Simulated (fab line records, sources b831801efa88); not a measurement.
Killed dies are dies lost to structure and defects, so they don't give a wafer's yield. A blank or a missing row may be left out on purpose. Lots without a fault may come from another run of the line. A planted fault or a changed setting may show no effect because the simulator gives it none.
Chamber matching | flow gf180mcu | GF_CONTACT_ETCH_16 on rie_diel-01: 4 sister chambers
The step etches BARC in N2/H2. 4 wafers are shown with their chamber, then 7 later ones without.

WAFERS WITH THEIR CHAMBER
wafer  | chamber | rf_fwd_power_W (W)
L075.3 | 1       | 496.6
L082.2 | 2       | 496.5
L083.1 | 0       | 496.9
L083.3 | 3       | 491.3

WAFERS WITHOUT THEIR CHAMBER
wafer  | rf_fwd_power_W (W)
L083.6 | 494.0
L089.2 | 494.4
L089.3 | 497.9
L089.5 | 499.5
L094.4 | 492.5
L094.5 | 498.3
L094.6 | 496.3

WHICH CHAMBER EACH WENT THROUGH
wafer  | from the rows above               | in truth
L083.6 | can't be placed: 2 or 1 or 3 or 0 | 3
L089.2 | can't be placed: 2 or 1 or 0 or 3 | 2
L089.3 | can't be placed: 0 or 1 or 2      | 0
L089.5 | can't be placed: 0 or 1 or 2      | 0
L094.4 | can't be placed: 3 or 2 or 1 or 0 | 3
L094.5 | can't be placed: 0 or 1 or 2      | 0
L094.6 | can't be placed: 2 or 1 or 0      | 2
Placed correctly: 0 of 7. Can't be placed from these rows: 7 (the true chamber is among the candidates in 7). Placed wrongly: 0.
How it was worked out, from the rows above alone: a wafer's distance from a chamber is the root of the sum, over the readings, of the square of ((its reading less the chamber's mean) divided by the reading's scatter). The wafer belongs to the nearest chamber; if the next one is less than 2 further off, it can't be placed. A chamber's mean is the mean of its shown wafers. The scatter: with one shown wafer a chamber, the root of the mean of the squares of how far each hidden wafer lies from its nearest shown one.
